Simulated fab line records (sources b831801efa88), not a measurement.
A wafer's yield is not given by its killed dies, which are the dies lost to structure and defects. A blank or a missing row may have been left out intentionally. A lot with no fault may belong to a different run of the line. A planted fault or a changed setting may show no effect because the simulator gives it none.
fab line records -- flow sky130 -- part 1 of 2: steps 1 to 43 of 44
record lots=7, wafers=19, last-day=51
route steps=708 shown VIA3@591 METAL4@598 CAP2M@603 PAD_OPEN@708
lots that met no fault: from a run of the same line without faults
start-h: the number of hours between the record's first day and the start of the first shown wafer of the lot -- wait-h: hours elapsed since this lot's preceding step -- " unchanged from the row above -- L1.1+2: a row that stands for several wafers -- - value missing, or start not given -- * or withheld: withheld -- < > ~ a bound
route shown NAME@n: NAME is a module with steps in the file, n the number in the route of the first one -- usual: mean and standard deviation over wafers with no fault -- same: alike in all rows -- chamber/n: place in a boat -- sites: readings site by site -- _std_site: their standard deviation -- _edge_site: inner sites' mean taken away from outer sites' mean -- radius-mm: how far each site lies from the wafer's centre -- mask NAME#n: copy n -- behind: tool/chamber where the wafer was last shaped -- hold: reason for holding the lot/hours on hold/outcome of the hold -- device: names the non-switching transistor (n, p or np) -- end of line: the same wafers' tests at the end of the route -- for a step that has no rows: nothing shown but its recipe -- killed: count of dies lost to structure and defects at first sort (not the wafer's yield) -- map: the dies of a wafer, with x for killed, . for not killed, _ for no die there
set.NAME: the setting the step ran with; set.NAME@STEP: the setting that earlier step ran with -- model.NAME: the simulator's own value behind a step, which no gauge read
lots at selected steps of the route; one table per step, one row per wafer
services: a tool's chamber out of use, with start hour (start-h, from the record's first day; less than 0 if before it), hours out, and reason
## steps
# step SKY_VIA3_CLEAN_18
# recipe chemistry=IPA, time-s=180, temp-c=25
# step SKY_VIA3_CLEAN_19
# recipe chemistry=O3/DIW, dry=n2-spin
# step SKY_VIA3_SPUTTER_20
# recipe material=TiN, target-thk-nm=20, chamber-pressure-pa=5, power-w=4000, time-s=80
# step SKY_VIA3_CVD_21
# recipe material=W, target-thk-nm=390, time-s=117.31, temp-c=400, pressure-torr=40
# step SKY_VIA3_RS_MEAS_22
# recipe thk-meas-gauge=four-point-probe, reads=W_of_VIA3_CVD_21+TiN_of_VIA3_SPUTTER_20
# usual VIA3_W_RS=0.294/0.0038
lot.wafer,tool,chamber,start-h,wait-h,VIA3_W_RS[ohm/sq]
L655.2,film-metro-01,-,937.90,0.1,0.294
L655.4,film-metro-01,-,937.90,0.1,0.291
L655.6,film-metro-01,-,937.90,0.1,0.294
L660.1,film-metro-03,-,979.78,0.1,0.294
L660.4,film-metro-03,-,979.78,0.1,0.293
L660.5,film-metro-03,-,979.78,0.1,0.291
L668.3,film-metro-02,-,1027.77,0.1,0.293
L668.6,film-metro-02,-,1027.77,0.1,0.291
L669.3,film-metro-02,-,1032.06,0.1,0.292
L669.5,film-metro-02,-,1032.06,0.1,0.293
L669.6,film-metro-02,-,1032.06,0.1,0.286
L671.1,film-metro-02,-,1048.94,0.1,0.298
L671.3,film-metro-02,-,1048.94,0.1,0.297
L674.1,film-metro-01,-,1071.52,0.1,0.298
L674.3,film-metro-01,-,1071.52,0.1,0.293
L674.6,film-metro-01,-,1071.52,0.1,0.294
L676.2,film-metro-01,-,1101.85,0.1,0.292
L676.4,film-metro-01,-,1101.85,0.1,0.292
L676.5,film-metro-01,-,1101.85,0.1,0.293
# step SKY_VIA3_THK_MEAS_23
# recipe thk-meas-gauge=xrf, reads=W_of_VIA3_CVD_21
# usual VIA3_W_THK=386/6.7
lot.wafer,tool,chamber,start-h,wait-h,VIA3_W_THK[nm]
L655.2,film-metro-01,-,938.01,0.1,388
L655.4,film-metro-01,-,938.01,0.1,391
L655.6,film-metro-01,-,938.01,0.1,384
L660.1,film-metro-03,-,979.90,0.1,384
L660.4,film-metro-03,-,979.90,0.1,388
L660.5,film-metro-03,-,979.90,0.1,388
L668.3,film-metro-02,-,1027.87,0.1,391
L668.6,film-metro-02,-,1027.87,0.1,394
L669.3,film-metro-02,-,1032.16,0.1,394
L669.5,film-metro-02,-,1032.16,0.1,396
L669.6,film-metro-02,-,1032.16,0.1,403
L671.1,film-metro-02,-,1049.06,0.1,387
L671.3,film-metro-02,-,1049.06,0.1,391
L674.1,film-metro-01,-,1071.64,0.1,376
L674.3,film-metro-01,-,1071.64,0.1,383
L674.6,film-metro-01,-,1071.64,0.1,386
L676.2,film-metro-01,-,1101.96,0.1,387
L676.4,film-metro-01,-,1101.96,0.1,388
L676.5,film-metro-01,-,1101.96,0.1,384
# step SKY_VIA3_CMP_24
# recipe stop-on=SiO2, t-overpolish-s=20, down-force-psi=3.5, platen-rpm=60, target-thk-nm=0, pad-velocity-m-s=0.94248
# step SKY_METAL4_SPUTTER_00
# recipe material=Ti, target-thk-nm=15, power-w=3000, time-s=10, chamber-pressure-pa=0.4
# usual throttle-valve-pct=29.3/1.1
lot.wafer,tool,chamber,start-h,wait-h,throttle-valve-pct
L655.2,pvd-sputter-02,-,938.36,0.1,27.5
L655.4,pvd-sputter-02,-,938.36,0.1,29.7
L655.6,pvd-sputter-02,-,938.36,0.1,29.5
L660.1,pvd-sputter-04,-,980.26,0.1,30.6
L660.4,pvd-sputter-04,-,980.26,0.1,30.8
L660.5,pvd-sputter-04,-,980.26,0.1,28.5
L668.3,pvd-sputter-02,-,1028.21,0.1,27.3
L668.6,pvd-sputter-02,-,1028.21,0.1,29.5
L669.3,pvd-sputter-02,-,1032.50,0.2,29.7
L669.5,pvd-sputter-02,-,1032.50,0.2,27.6
L669.6,pvd-sputter-02,-,1032.50,0.2,28.2
L671.1,pvd-sputter-02,-,1049.42,0.1,27.4
L671.3,pvd-sputter-02,-,1049.42,0.1,28.3
L674.1,pvd-sputter-02,-,1072.00,0.1,29.5
L674.3,pvd-sputter-02,-,1072.00,0.1,28.3
L674.6,pvd-sputter-02,-,1072.00,0.1,29.7
L676.2,pvd-sputter-02,-,1102.31,0.2,30.2
L676.4,pvd-sputter-02,-,1102.31,0.2,29.8
L676.5,pvd-sputter-02,-,1102.31,0.2,29.6
# step SKY_METAL4_SPUTTER_01
# recipe material=TiN, target-thk-nm=20, power-w=6500, time-s=16.7, chamber-pressure-pa=0.4
# usual throttle-valve-pct=29.2/1.1
lot.wafer,tool,chamber,start-h,wait-h,throttle-valve-pct
L655.2,pvd-sputter-02,-,938.39,0.0,27.3
L655.4,pvd-sputter-02,-,938.39,0.0,29.7
L655.6,pvd-sputter-02,-,938.39,0.0,29.6
L660.1,pvd-sputter-04,-,980.29,0.0,30.4
L660.4,pvd-sputter-04,-,980.29,0.0,30.7
L660.5,pvd-sputter-04,-,980.29,0.0,28.6
L668.3,pvd-sputter-02,-,1028.24,0.0,27.4
L668.6,pvd-sputter-02,-,1028.24,0.0,29.8
L669.3,pvd-sputter-02,-,1032.52,0.0,29.5
L669.5,pvd-sputter-02,-,1032.52,0.0,27.4
L669.6,pvd-sputter-02,-,1032.52,0.0,28.2
L671.1,pvd-sputter-02,-,1049.44,0.0,27.7
L671.3,pvd-sputter-02,-,1049.44,0.0,28.3
L674.1,pvd-sputter-02,-,1072.03,0.0,29.6
L674.3,pvd-sputter-02,-,1072.03,0.0,28.4
L674.6,pvd-sputter-02,-,1072.03,0.0,29.6
L676.2,pvd-sputter-02,-,1102.33,0.0,30.4
L676.4,pvd-sputter-02,-,1102.33,0.0,29.8
L676.5,pvd-sputter-02,-,1102.33,0.0,29.6
# step SKY_METAL4_SPUTTER_02
# recipe material=AlCu, target-thk-nm=735, power-w=10600, time-s=39.1, chamber-pressure-pa=0.4
# usual throttle-valve-pct=29.2/1.2
lot.wafer,tool,chamber,start-h,wait-h,throttle-valve-pct
L655.2,pvd-sputter-02,-,938.41,0.0,27.2
L655.4,pvd-sputter-02,-,938.41,0.0,29.6
L655.6,pvd-sputter-02,-,938.41,0.0,29.6
L660.1,pvd-sputter-04,-,980.31,0.0,30.5
L660.4,pvd-sputter-04,-,980.31,0.0,30.6
L660.5,pvd-sputter-04,-,980.31,0.0,28.6
L668.3,pvd-sputter-02,-,1028.26,0.0,27.5
L668.6,pvd-sputter-02,-,1028.26,0.0,29.9
L669.3,pvd-sputter-02,-,1032.55,0.0,29.5
L669.5,pvd-sputter-02,-,1032.55,0.0,27.6
L669.6,pvd-sputter-02,-,1032.55,0.0,28.4
L671.1,pvd-sputter-02,-,1049.47,0.0,27.3
L671.3,pvd-sputter-02,-,1049.47,0.0,28.0
L674.1,pvd-sputter-02,-,1072.05,0.0,29.8
L674.3,pvd-sputter-02,-,1072.05,0.0,28.3
L674.6,pvd-sputter-02,-,1072.05,0.0,29.7
L676.2,pvd-sputter-02,-,1102.36,0.0,30.4
L676.4,pvd-sputter-02,-,1102.36,0.0,29.5
L676.5,pvd-sputter-02,-,1102.36,0.0,29.6
# step SKY_METAL4_SPUTTER_03
# recipe material=Ti, target-thk-nm=5, power-w=3000, time-s=3.3, chamber-pressure-pa=0.4
# step SKY_METAL4_SPUTTER_04
# recipe material=TiN, target-thk-nm=70, power-w=6500, time-s=58.3, chamber-pressure-pa=0.4
# usual throttle-valve-pct=29.2/1.1
lot.wafer,tool,chamber,start-h,wait-h,throttle-valve-pct
L655.2,pvd-sputter-02,-,938.48,0.0,27.5
L655.4,pvd-sputter-02,-,938.48,0.0,29.7
L655.6,pvd-sputter-02,-,938.48,0.0,29.3
L660.1,pvd-sputter-04,-,980.37,0.0,30.1
L660.4,pvd-sputter-04,-,980.37,0.0,30.7
L660.5,pvd-sputter-04,-,980.37,0.0,28.4
L668.3,pvd-sputter-02,-,1028.32,0.0,27.4
L668.6,pvd-sputter-02,-,1028.32,0.0,29.6
L669.3,pvd-sputter-02,-,1032.60,0.0,29.4
L669.5,pvd-sputter-02,-,1032.60,0.0,27.4
L669.6,pvd-sputter-02,-,1032.60,0.0,27.9
L671.1,pvd-sputter-02,-,1049.52,0.0,27.6
L671.3,pvd-sputter-02,-,1049.52,0.0,27.9
L674.1,pvd-sputter-02,-,1072.11,0.0,29.5
L674.3,pvd-sputter-02,-,1072.11,0.0,28.1
L674.6,pvd-sputter-02,-,1072.11,0.0,29.7
L676.2,pvd-sputter-02,-,1102.41,0.0,30.4
L676.4,pvd-sputter-02,-,1102.41,0.0,29.5
L676.5,pvd-sputter-02,-,1102.41,0.0,29.7
# step SKY_CAP2M_CVD_00
# recipe material=SiO2, target-thk-nm=15.5, temp-c=400, time-s=withheld, rf-w=450
# usual heater-power-outer-w=437/64, heater-power-w=725/71
lot.wafer,tool,chamber,start-h,wait-h,heater-power-outer-w,heater-power-w,model.SiO2_of_CAP2M_CVD_00.thk-nm
L655.2,pecvd-04,0,938.53,0.0,418,702,15.3
L655.4,pecvd-04,0,938.53,0.0,412,706,15.73
L655.6,pecvd-04,2,938.53,0.0,417,721,15.34
L660.1,pecvd-04,2,980.42,0.0,460,769,15.29
L660.4,pecvd-04,0,980.42,0.0,388,684,15.68
L660.5,pecvd-04,2,980.42,0.0,455,744,15.6
L668.3,pecvd-04,1,1028.37,0.0,456,735,14.77
L668.6,pecvd-04,2,1028.37,0.0,502,820,14.49
L669.3,pecvd-04,1,1032.65,0.0,463,762,14.59
L669.5,pecvd-04,2,1032.65,0.0,477,797,15.49
L669.6,pecvd-04,0,1032.65,0.0,362,638,14.66
L671.1,pecvd-04,0,1049.57,0.0,390,660,15.57
L671.3,pecvd-04,1,1049.57,0.0,499,785,14.47
L674.1,pecvd-02,0,1072.16,0.0,586,849,15.38
L674.3,pecvd-02,2,1072.16,0.0,402,636,15.41
L674.6,pecvd-02,1,1072.16,0.0,510,792,15.58
L676.2,pecvd-01,0,1102.46,0.0,378,680,15.47
L676.4,pecvd-01,0,1102.46,0.0,376,691,15.56
L676.5,pecvd-01,2,1102.46,0.0,484,722,15.8
# step SKY_CAP2M_THK_MEAS_01
# recipe reads=SiO2_of_CAP2M_CVD_00
# usual CAP2M_CVD_00_THK=15.49/0.27
lot.wafer,tool,chamber,start-h,wait-h,CAP2M_CVD_00_THK[nm]
L655.2,film-metro-01,-,938.57,-,15.22
L655.4,film-metro-01,-,938.57,-,15.72
L655.6,film-metro-01,-,938.57,-,15.37
L660.1,film-metro-01,-,980.44,-,15.27
L660.4,film-metro-01,-,980.44,-,15.69
L660.5,film-metro-01,-,980.44,-,15.59
L668.3,film-metro-04,-,1028.41,-,14.77
L668.6,film-metro-04,-,1028.41,-,14.54
L669.3,film-metro-04,-,1032.69,-,14.60
L669.5,film-metro-04,-,1032.69,-,15.49
L669.6,film-metro-04,-,1032.69,-,14.69
L671.1,film-metro-04,-,1049.59,-,15.58
L671.3,film-metro-04,-,1049.59,-,14.45
L674.1,film-metro-03,-,1072.18,-,15.38
L674.3,film-metro-03,-,1072.18,-,15.37
L674.6,film-metro-03,-,1072.18,-,15.54
L676.2,film-metro-04,-,1102.50,-,15.49
L676.4,film-metro-04,-,1102.50,-,15.53
L676.5,film-metro-04,-,1102.50,-,15.72
# step SKY_CAP2M_SPUTTER_02
# recipe material=TiN, target-thk-nm=200, temp-c=300, power-w=6500, time-s=166.7, chamber-pressure-pa=0.4
# usual throttle-valve-pct=30.0/1.1
lot.wafer,tool,chamber,start-h,wait-h,throttle-valve-pct
L655.2,pvd-sputter-01,-,938.62,0.0,31.7
L655.4,pvd-sputter-01,-,938.62,0.0,31.3
L655.6,pvd-sputter-01,-,938.62,0.0,31.1
L660.1,pvd-sputter-01,-,980.50,0.1,30.9
L660.4,pvd-sputter-01,-,980.50,0.1,31.6
L660.5,pvd-sputter-01,-,980.50,0.1,31.5
L668.3,pvd-sputter-03,-,1028.45,0.0,29.9
L668.6,pvd-sputter-03,-,1028.45,0.0,29.8
L669.3,pvd-sputter-01,-,1032.73,0.0,30.8
L669.5,pvd-sputter-01,-,1032.73,0.0,30.7
L669.6,pvd-sputter-01,-,1032.73,0.0,29.9
L671.1,pvd-sputter-01,-,1049.65,0.1,30.0
L671.3,pvd-sputter-01,-,1049.65,0.1,30.6
L674.1,pvd-sputter-03,-,1072.24,0.1,29.8
L674.3,pvd-sputter-03,-,1072.24,0.1,31.1
L674.6,pvd-sputter-03,-,1072.24,0.1,30.9
L676.2,pvd-sputter-01,-,1102.55,0.0,30.6
L676.4,pvd-sputter-01,-,1102.55,0.0,31.6
L676.5,pvd-sputter-01,-,1102.55,0.0,31.1
# step SKY_CAP2M_RS_MEAS_03
# recipe thk-meas-gauge=four-point-probe, reads=TiN_of_CAP2M_SPUTTER_02
# usual CAP2M_TIN_RS=6.97/0.098
lot.wafer,tool,chamber,start-h,wait-h,CAP2M_TIN_RS[ohm/sq]
L655.2,film-metro-04,-,938.75,0.1,7.10
L655.4,film-metro-04,-,938.75,0.1,7.29
L655.6,film-metro-04,-,938.75,0.1,7.34
L660.1,film-metro-03,-,980.61,0.1,7.18
L660.4,film-metro-03,-,980.61,0.1,7.06
L660.5,film-metro-03,-,980.61,0.1,7.04
L668.3,film-metro-03,-,1028.60,0.1,6.91
L668.6,film-metro-03,-,1028.60,0.1,6.98
L669.3,film-metro-01,-,1032.88,0.1,6.96
L669.5,film-metro-01,-,1032.88,0.1,6.90
L669.6,film-metro-01,-,1032.88,0.1,7.01
L671.1,film-metro-01,-,1049.76,0.1,6.96
L671.3,film-metro-01,-,1049.76,0.1,7.14
L674.1,film-metro-01,-,1072.35,0.1,6.96
L674.3,film-metro-01,-,1072.35,0.1,7.05
L674.6,film-metro-01,-,1072.35,0.1,7.00
L676.2,film-metro-01,-,1102.67,0.1,6.85
L676.4,film-metro-01,-,1102.67,0.1,6.98
L676.5,film-metro-01,-,1102.67,0.1,7.07
# step SKY_CAP2M_THK_MEAS_04
# recipe thk-meas-gauge=xrf, reads=TiN_of_CAP2M_SPUTTER_02
# usual CAP2M_TIN_THK=197.8/2.6
lot.wafer,tool,chamber,start-h,wait-h,CAP2M_TIN_THK[nm]
L655.2,film-metro-04,-,938.86,0.1,195.3
L655.4,film-metro-04,-,938.86,0.1,191.0
L655.6,film-metro-04,-,938.86,0.1,190.2
L660.1,film-metro-03,-,980.73,0.1,190.9
L660.4,film-metro-03,-,980.73,0.1,195.5
L660.5,film-metro-03,-,980.73,0.1,196.5
L668.3,film-metro-03,-,1028.70,0.1,199.4
L668.6,film-metro-03,-,1028.70,0.1,197.1
L669.3,film-metro-01,-,1032.98,0.1,197.3
L669.5,film-metro-01,-,1032.98,0.1,199.7
L669.6,film-metro-01,-,1032.98,0.1,196.8
L671.1,film-metro-01,-,1049.88,0.1,197.8
L671.3,film-metro-01,-,1049.88,0.1,193.3
L674.1,film-metro-01,-,1072.47,0.1,198.6
L674.3,film-metro-01,-,1072.47,0.1,195.1
L674.6,film-metro-01,-,1072.47,0.1,196.9
L676.2,film-metro-01,-,1102.78,0.1,201.6
L676.4,film-metro-01,-,1102.78,0.1,198.1
L676.5,film-metro-01,-,1102.78,0.1,195.1
# step SKY_CAP2M_DEHYDRATE_05
# recipe temp-c=200, time-s=60
# step SKY_CAP2M_HMDS_06
# recipe prime-time-s=60, prime-temp-c=120
# step SKY_CAP2M_COAT_07
# recipe resist=NOVOLAK, spin-rpm=3000, resist-thk-nm=1140
# step SKY_CAP2M_SOFTBAKE_08
# recipe temp-c=90, time-s=60, resist=NOVOLAK
# step SKY_CAP2M_EXPOSE_09
# recipe mask-id=CAP2M, na=0.6, source-shape=conventional, sigma-outer=0.6, polarization=unpolarized, target-cd-nm=1000, dose-mj=159
# step SKY_CAP2M_PEB_10
# recipe temp-c=withheld, time-s=*, resist=NOVOLAK
# step SKY_CAP2M_DEVELOP_11
# recipe resist=NOVOLAK, developer=TMAH, develop-time-s=60, dev-temp-c=23
# step SKY_CAP2M_OVL_MEAS_12
# usual CAP2M_OVL=0.9/1.5
lot.wafer,tool,chamber,start-h,wait-h,CAP2M_OVL[nm]
L655.2,overlay-01,-,962.69,0.1,-1.2
L655.4,overlay-01,-,962.69,0.1,0.7
L655.6,overlay-01,-,962.69,0.1,-0.1
L660.1,overlay-02,-,1004.10,0.1,2.0
L660.4,overlay-02,-,1004.10,0.1,0.3
L660.5,overlay-02,-,1004.10,0.1,2.0
L668.3,overlay-01,-,1049.80,0.1,-1.2
L668.6,overlay-01,-,1049.80,0.1,-0.9
L669.3,overlay-01,-,1054.16,0.1,1.7
L669.5,overlay-01,-,1054.16,0.1,2.4
L669.6,overlay-01,-,1054.16,0.1,0.3
L671.1,overlay-01,-,1071.39,0.1,2.3
L671.3,overlay-01,-,1071.39,0.1,1.8
L674.1,overlay-01,-,1092.69,0.1,-0.3
L674.3,overlay-01,-,1092.69,0.1,0.1
L674.6,overlay-01,-,1092.69,0.1,-0.2
L676.2,overlay-01,-,1121.49,0.1,3.5
L676.4,overlay-01,-,1121.49,0.1,2.7
L676.5,overlay-01,-,1121.49,0.1,3.2
# step SKY_CAP2M_METAL_ETCH_13
# recipe target-depth-nm=220, stop-on=SiO2, chemistry=Cl2/BCl3, target=TiN, pressure-mtorr=10, icp-w=900, bias-w=48.5, Cl2_flow_sccm=60, bcl3-flow-sccm=30, time-s=62.9
# step SKY_CAP2M_STRIP_14
# recipe chemistry=O2/N2, power-w=1400, pressure-mtorr=1500, platen-temp-c=withheld, o2-flow-sccm=3000, n2-flow-sccm=300, overash-fraction=0.5
# step SKY_CAP2M_STRIP_15
# recipe chemistry=post-etch-residue-remover, time-s=1200, temp-c=72.5
# step SKY_CAP2M_CLEAN_16
# recipe chemistry=IPA, time-s=180, temp-c=25
# step SKY_CAP2M_CLEAN_17
# recipe chemistry=O3/DIW, dry=n2-spin
# step SKY_METAL4_DEHYDRATE_05
# recipe temp-c=200, time-s=60
# step SKY_METAL4_HMDS_06
# recipe prime-time-s=60, prime-temp-c=120
# step SKY_METAL4_COAT_07
# recipe resist=BARC, temp-c=withheld, time-s=withheld, spin-rpm=3000, resist-thk-nm=60
# step SKY_METAL4_COAT_08
# recipe resist=KrF-thick, spin-rpm=3000, resist-thk-nm=1140
# step SKY_METAL4_SOFTBAKE_09
# recipe temp-c=100, time-s=90, resist=KrF-thick
# step SKY_METAL4_EXPOSE_10
# recipe mask-id=MM4, na=0.68, source-shape=annular, sigma-inner=0.4, sigma-outer=0.8, target-cd-nm=300, dose-mj=28
# step SKY_METAL4_PEB_11
# recipe peb-temp-c=withheld, peb-time-s=withheld, resist=KrF-thick
# step SKY_METAL4_DEVELOP_12
# recipe develop-time-s=60, resist=KrF-thick, dev-temp-c=21
# step SKY_METAL4_CD_MEAS_13
# recipe target-cd-nm=300
# usual cd-nm=299.8/1.4
lot.wafer,tool,chamber,start-h,wait-h,cd-nm
L655.2,cd-sem-02,-,987.72,-,299.6
L655.4,cd-sem-02,-,987.72,-,298.8
L655.6,cd-sem-02,-,987.72,-,298.0
L660.1,cd-sem-02,-,1027.15,-,300.7
L660.4,cd-sem-02,-,1027.15,-,302.5
L660.5,cd-sem-02,-,1027.15,-,301.9
L668.3,cd-sem-01,-,1071.59,-,299.6
L668.6,cd-sem-01,-,1071.59,-,297.8
L669.3,cd-sem-02,-,1075.29,-,301.2
L669.5,cd-sem-02,-,1075.29,-,300.6
L669.6,cd-sem-02,-,1075.29,-,300.7
L671.1,cd-sem-01,-,1092.30,-,301.7
L671.3,cd-sem-01,-,1092.30,-,301.8
L674.1,cd-sem-02,-,1112.99,-,297.7
L674.3,cd-sem-02,-,1112.99,-,298.2
L674.6,cd-sem-02,-,1112.99,-,297.9
L676.2,cd-sem-01,-,1141.82,-,302.0
L676.4,cd-sem-01,-,1141.82,-,302.0
L676.5,cd-sem-01,-,1141.82,-,300.8
# step SKY_METAL4_OVL_MEAS_14
# usual METAL4_OVL=3/5.1
lot.wafer,tool,chamber,start-h,wait-h,METAL4_OVL[nm]
L655.2,overlay-02,-,987.82,0.1,0
L655.4,overlay-02,-,987.82,0.1,0
L655.6,overlay-02,-,987.82,0.1,-6
L660.1,overlay-01,-,1027.27,0.1,4
L660.4,overlay-01,-,1027.27,0.1,4
L660.5,overlay-01,-,1027.27,0.1,9
L668.3,overlay-01,-,1071.68,0.1,-3
L668.6,overlay-01,-,1071.68,0.1,0
L669.3,overlay-01,-,1075.38,0.1,6
L669.5,overlay-01,-,1075.38,0.1,3
L669.6,overlay-01,-,1075.38,0.1,9
L671.1,overlay-01,-,1092.42,0.1,2
L671.3,overlay-01,-,1092.42,0.1,5
L674.1,overlay-01,-,1113.11,0.1,7
L674.3,overlay-01,-,1113.11,0.1,8
L674.6,overlay-01,-,1113.11,0.1,5
L676.2,overlay-01,-,1141.93,0.1,-6
L676.4,overlay-01,-,1141.93,0.1,-5
L676.5,overlay-01,-,1141.93,0.1,0
# step SKY_METAL4_DESCUM_15
# recipe chemistry=O2, source-power-w=150, bias-power-w=0, pressure-mtorr=10, temp-c=40, time-s=8
# step SKY_METAL4_ETCH_16
# recipe chemistry=N2/H2, target=BARC, ion-energy-ev=200, bias-w=100, pressure-mtorr=30, n2-flow-sccm=100, h2-flow-sccm=200, icp-w=500, stop-on=SiO2, time-s=88.2, target-depth-a=600
# step SKY_METAL4_ETCH_17
# recipe target=SiO2, stop-on=TiN, chemistry=C4F8/O2/Ar, source-w=1500, bias-w=1200, pressure-mtorr=40, c4f8-flow-sccm=withheld, O2_flow_sccm=6, Ar_flow_sccm=300, time-s=3.9, target-depth-a=150
# usual oes-product-au=0.755/0.0081
lot.wafer,tool,chamber,start-h,wait-h,oes-product-au,model.etch.depth-nm
L655.2,rie-diel-04,0,987.98,0.1,0.750,15.3
L655.4,rie-diel-04,1,987.98,0.1,0.768,15.73
L655.6,rie-diel-04,2,987.98,0.1,0.755,15.34
L660.1,rie-diel-04,1,1027.44,0.1,0.747,15.29
L660.4,rie-diel-04,3,1027.44,0.1,0.760,15.68
L660.5,rie-diel-04,1,1027.44,0.1,0.761,15.6
L668.3,rie-diel-03,3,1071.83,0.0,0.738,14.77
L668.6,rie-diel-03,0,1071.83,0.0,0.730,14.49
L669.3,rie-diel-02,0,1075.53,0.0,0.740,14.59
L669.5,rie-diel-02,1,1075.53,0.0,0.754,15.49
L669.6,rie-diel-02,2,1075.53,0.0,0.739,14.66
L671.1,rie-diel-04,1,1092.58,0.1,0.752,15.57
L671.3,rie-diel-04,3,1092.58,0.1,0.734,14.47
L674.1,rie-diel-04,1,1113.27,0.1,0.747,15.38
L674.3,rie-diel-04,0,1113.27,0.1,0.752,15.41
L674.6,rie-diel-04,2,1113.27,0.1,0.759,15.58
L676.2,rie-diel-04,2,1142.09,0.1,0.748,15.47
L676.4,rie-diel-04,3,1142.09,0.1,0.761,15.56
L676.5,rie-diel-04,1,1142.09,0.1,0.759,15.8
## key
first-sign step=SKY_CAP2M_THK_MEAS_01, reading=CAP2M_CVD_00_THK, direction=down, sigmas=3.2, usual=15.49, struck=14.61
effect none on later readings
model-effect step=SKY_CAP2M_CVD_00, value=SiO2_of_CAP2M_CVD_00.thk-nm, without=15.67, struck=14.6
model-effect step=SKY_METAL4_ETCH_17, value=etch.depth-nm, without=15.67, struck=14.6
model-effect step=SKY_PAD_OPEN_PROBE_99, value=etest.cap-mim2.bv-v, without=14.03, struck=13.06
met-at SKY_CAP2M_CVD_00
struck-wafers L668.3,L668.6,L669.3,L669.6,L671.3
onset-between 980.42 1028.37
fault kind=process-parameter-drift, tool=pecvd-04, chamber=-, onset-h=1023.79, steps=SKY_CAP2M_CVD_00, channel=target-thk-nm, offset=-1.0767, shape=step, end-h=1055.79, scope=struck-wafers-only, acts-in=these-recipes-only, stated=15.5
